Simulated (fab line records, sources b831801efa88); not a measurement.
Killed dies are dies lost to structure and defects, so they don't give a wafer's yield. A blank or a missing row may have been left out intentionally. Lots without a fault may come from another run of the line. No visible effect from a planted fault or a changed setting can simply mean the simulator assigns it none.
Split-lot experiment / flow sky130 / 23 wafers read across 5 lots, on a route 708 steps long

== ABOUT THE SPLIT ==
At SKY_SONOS_ONO_CVD_04 (deposits SiO2 from SiH4/N2O, target thk 5.7199 nm), the setting pressureMtorr was moved away from the recipe's 400 mTorr on 20 of the 23 wafers read, by -10.1% to +11.9%. The other wafers ran this setting at the recipe's value.

There is no step in the file separating the split from the reading.

== THE READING ==
Values of SONOS_ONO_CVD_04_THK in nm from SKY_SONOS_ONO_THK_MEAS_05. Typical for fault-free wafers on this fab line: 5.80 nm, with standard deviation 0.098 nm.

wafer=L074.1; tool, chamber at the split=lpcvd-03, 0; pressureMtorr as run, mTorr=400; against the recipe=recipe; SONOS_ONO_CVD_04_THK, nm=5.81; against lot-mates on the recipe=-
wafer=L074.4; tool, chamber at the split=lpcvd-03, 0; pressureMtorr as run, mTorr=400; against the recipe=recipe; SONOS_ONO_CVD_04_THK, nm=5.76; against lot-mates on the recipe=-
wafer=L074.5; tool, chamber at the split=lpcvd-03, 0; pressureMtorr as run, mTorr=400; against the recipe=recipe; SONOS_ONO_CVD_04_THK, nm=5.87; against lot-mates on the recipe=-
wafer=L077.1; tool, chamber at the split=-, -; pressureMtorr as run, mTorr=422; against the recipe=+5.5%; SONOS_ONO_CVD_04_THK, nm=5.96; against lot-mates on the recipe=no lot-mate on the recipe
wafer=L077.2; tool, chamber at the split=-, -; pressureMtorr as run, mTorr=422; against the recipe=+5.5%; SONOS_ONO_CVD_04_THK, nm=5.97; against lot-mates on the recipe=no lot-mate on the recipe
wafer=L077.3; tool, chamber at the split=-, -; pressureMtorr as run, mTorr=422; against the recipe=+5.5%; SONOS_ONO_CVD_04_THK, nm=5.96; against lot-mates on the recipe=no lot-mate on the recipe
wafer=L077.4; tool, chamber at the split=-, -; pressureMtorr as run, mTorr=422; against the recipe=+5.5%; SONOS_ONO_CVD_04_THK, nm=5.87; against lot-mates on the recipe=no lot-mate on the recipe
wafer=L077.6; tool, chamber at the split=-, -; pressureMtorr as run, mTorr=422; against the recipe=+5.5%; SONOS_ONO_CVD_04_THK, nm=5.93; against lot-mates on the recipe=no lot-mate on the recipe
wafer=L078.1; tool, chamber at the split=-, -; pressureMtorr as run, mTorr=359.5; against the recipe=-10.1%; SONOS_ONO_CVD_04_THK, nm=5.49; against lot-mates on the recipe=no lot-mate on the recipe
wafer=L078.2; tool, chamber at the split=-, -; pressureMtorr as run, mTorr=359.5; against the recipe=-10.1%; SONOS_ONO_CVD_04_THK, nm=5.47; against lot-mates on the recipe=no lot-mate on the recipe
wafer=L078.3; tool, chamber at the split=-, -; pressureMtorr as run, mTorr=359.5; against the recipe=-10.1%; SONOS_ONO_CVD_04_THK, nm=5.62; against lot-mates on the recipe=no lot-mate on the recipe
wafer=L078.4; tool, chamber at the split=-, -; pressureMtorr as run, mTorr=359.5; against the recipe=-10.1%; SONOS_ONO_CVD_04_THK, nm=5.54; against lot-mates on the recipe=no lot-mate on the recipe
wafer=L078.5; tool, chamber at the split=-, -; pressureMtorr as run, mTorr=359.5; against the recipe=-10.1%; SONOS_ONO_CVD_04_THK, nm=5.51; against lot-mates on the recipe=no lot-mate on the recipe
wafer=L082.1; tool, chamber at the split=-, -; pressureMtorr as run, mTorr=379.6; against the recipe=-5.1%; SONOS_ONO_CVD_04_THK, nm=5.69; against lot-mates on the recipe=no lot-mate on the recipe
wafer=L082.2; tool, chamber at the split=-, -; pressureMtorr as run, mTorr=379.6; against the recipe=-5.1%; SONOS_ONO_CVD_04_THK, nm=5.56; against lot-mates on the recipe=no lot-mate on the recipe
wafer=L082.3; tool, chamber at the split=-, -; pressureMtorr as run, mTorr=379.6; against the recipe=-5.1%; SONOS_ONO_CVD_04_THK, nm=5.73; against lot-mates on the recipe=no lot-mate on the recipe
wafer=L082.4; tool, chamber at the split=-, -; pressureMtorr as run, mTorr=379.6; against the recipe=-5.1%; SONOS_ONO_CVD_04_THK, nm=5.63; against lot-mates on the recipe=no lot-mate on the recipe
wafer=L082.5; tool, chamber at the split=-, -; pressureMtorr as run, mTorr=379.6; against the recipe=-5.1%; SONOS_ONO_CVD_04_THK, nm=5.62; against lot-mates on the recipe=no lot-mate on the recipe
wafer=L083.1; tool, chamber at the split=-, -; pressureMtorr as run, mTorr=447.6; against the recipe=+11.9%; SONOS_ONO_CVD_04_THK, nm=6.04; against lot-mates on the recipe=no lot-mate on the recipe
wafer=L083.2; tool, chamber at the split=-, -; pressureMtorr as run, mTorr=447.6; against the recipe=+11.9%; SONOS_ONO_CVD_04_THK, nm=6.01; against lot-mates on the recipe=no lot-mate on the recipe
wafer=L083.4; tool, chamber at the split=-, -; pressureMtorr as run, mTorr=447.6; against the recipe=+11.9%; SONOS_ONO_CVD_04_THK, nm=6.04; against lot-mates on the recipe=no lot-mate on the recipe
wafer=L083.5; tool, chamber at the split=-, -; pressureMtorr as run, mTorr=447.6; against the recipe=+11.9%; SONOS_ONO_CVD_04_THK, nm=6.02; against lot-mates on the recipe=no lot-mate on the recipe
wafer=L083.6; tool, chamber at the split=-, -; pressureMtorr as run, mTorr=447.6; against the recipe=+11.9%; SONOS_ONO_CVD_04_THK, nm=6.01; against lot-mates on the recipe=no lot-mate on the recipe

THE FIT
A straight line over all 23 wafers: SONOS_ONO_CVD_04_THK changes by +0.0234 nm for each +1% of pressureMtorr; r = +0.97; the points scatter about the line by 0.054 nm.
Too few moved wafers with a lot-mate on the recipe to fit a line net of each lot's own level.

== THE WHOLE CHAIN: every reading that the file lists as answering this split, in the file's order ==
step=SKY_SONOS_ONO_CVD_04; what it does=deposits SiO2 from SiH4/N2O, target thk 5.7199 nm; reading=SiO2_of_SONOS_ONO_CVD_04.thkNm (the simulator's own value, which no gauge read); change (the file's fit)=+0.0235 nm for each +1% of the setting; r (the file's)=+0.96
step=SKY_SONOS_ONO_THK_MEAS_05; what it does=; reading=SONOS_ONO_CVD_04_THK; change (the file's fit)=+0.0234 for each +1% of the setting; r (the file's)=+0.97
step=SKY_SONOS_ONO_WET_ETCH_18; what it does=etches Si3N4 in H3PO4, target depth 15 nm, time 172 s; reading=SiO2_of_SONOS_ONO_CVD_04.thkNm (the simulator's own value, which no gauge read); change (the file's fit)=+0.0231 nm for each +1% of the setting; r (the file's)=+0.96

== FILE'S OWN FIT ==
SONOS_ONO_CVD_04_THK changes by +0.0234 nm for each +1% of pressureMtorr, r = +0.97.
